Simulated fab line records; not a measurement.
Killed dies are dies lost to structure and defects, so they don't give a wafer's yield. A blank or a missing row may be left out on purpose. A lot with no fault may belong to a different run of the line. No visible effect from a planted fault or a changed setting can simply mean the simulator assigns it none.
Which tool is to blame?    flow sfq_line    18 wafers from 6 lots sampled at 4 of the route's 325 steps

== WHAT THE GAUGES READ, wafer by wafer ==
SFQ_I1_BOW_MEAS_912.
lot   measured      on             I1_BOW (um)
L870  day 24 10:47  film_metro-01  -3 17 -1
L872  day 24 16:47  film_metro-01  6 6 9
L876  day 26 22:19  film_metro-02  -7 2 10
L878  day 28 23:58  film_metro-01  5 -1 3
L881  day 30 19:44  film_metro-04  -3 6 4
L890  day 33 22:13  film_metro-02  -3 -3 -5

== EACH LOT AND THE TOOL THAT RAN IT (in order: tool; ch and the chambers of the sampled wafers; start) ==
lot   SFQ_TRILAYER_L0_STRIP_STRIP_009   SFQ_TRILAYER_L0_CAP_PECVD_011   SFQ_TRILAYER_L0_VIA_ETCH_VIA_ETCH_016
L870  rie_metal-04 ch 0,1, day 4 06:17  pecvd-01 ch 0,1, day 4 07:03    rie_diel-01 ch 0,1,2, day 7 17:10
L872  rie_metal-04 ch 0,1, day 4 09:53  pecvd-01 ch 0,2, day 4 10:39    rie_diel-04 ch 1,2,3, day 7 21:58
L876  rie_metal-02 ch 0,1, day 6 01:35  pecvd-04 ch 0,1, day 6 02:18    rie_diel-04 ch 0,3, day 9 20:40
L878  rie_metal-02 ch 0,1, day 6 16:53  pecvd-02 ch 0,2, day 6 17:41    rie_diel-04 ch 0,2,3, day 10 19:28
L881  rie_metal-02 ch 1, day 7 12:05    pecvd-02 ch 0,1, day 7 12:52    rie_diel-02 ch 2,3, day 11 20:32
L890  rie_metal-03 ch 0,1, day 9 21:55  pecvd-01 ch 0,1,2, day 9 22:41  rie_diel-04 ch 0,1,2, day 14 09:53
- SFQ_TRILAYER_L0_STRIP_STRIP_009: strips in O2.
- SFQ_TRILAYER_L0_CAP_PECVD_011: deposits SiO2 from SiH4/N2O, time 13.333 s, target thk 60 nm.
- SFQ_TRILAYER_L0_VIA_ETCH_VIA_ETCH_016: etches SiO2 in CHF3, stops on MoNx KI, target depth 80 nm.

== THE ANSWER, worked out from the rows above alone ==
Rule: what is usual is taken from the lots themselves. Put in order of their means at a reading, lots are off if they are a third of the lots or fewer, leave a main group of 4 or more, and stand apart from it by a gap of 3 or more times the standard deviation of the main group's means; of several such gaps the widest counts. A main group whose means are all the same, to the digits that the tables above print for the reading, isn't used. A lot without any number at a reading at which 4 lots or more have one is off too. All remaining lots with rows at the step are treated as sound.
No lot is off on any of the readings shown, so nothing can be concluded from this.

== WHAT THE SIMULATOR PUT IN ==
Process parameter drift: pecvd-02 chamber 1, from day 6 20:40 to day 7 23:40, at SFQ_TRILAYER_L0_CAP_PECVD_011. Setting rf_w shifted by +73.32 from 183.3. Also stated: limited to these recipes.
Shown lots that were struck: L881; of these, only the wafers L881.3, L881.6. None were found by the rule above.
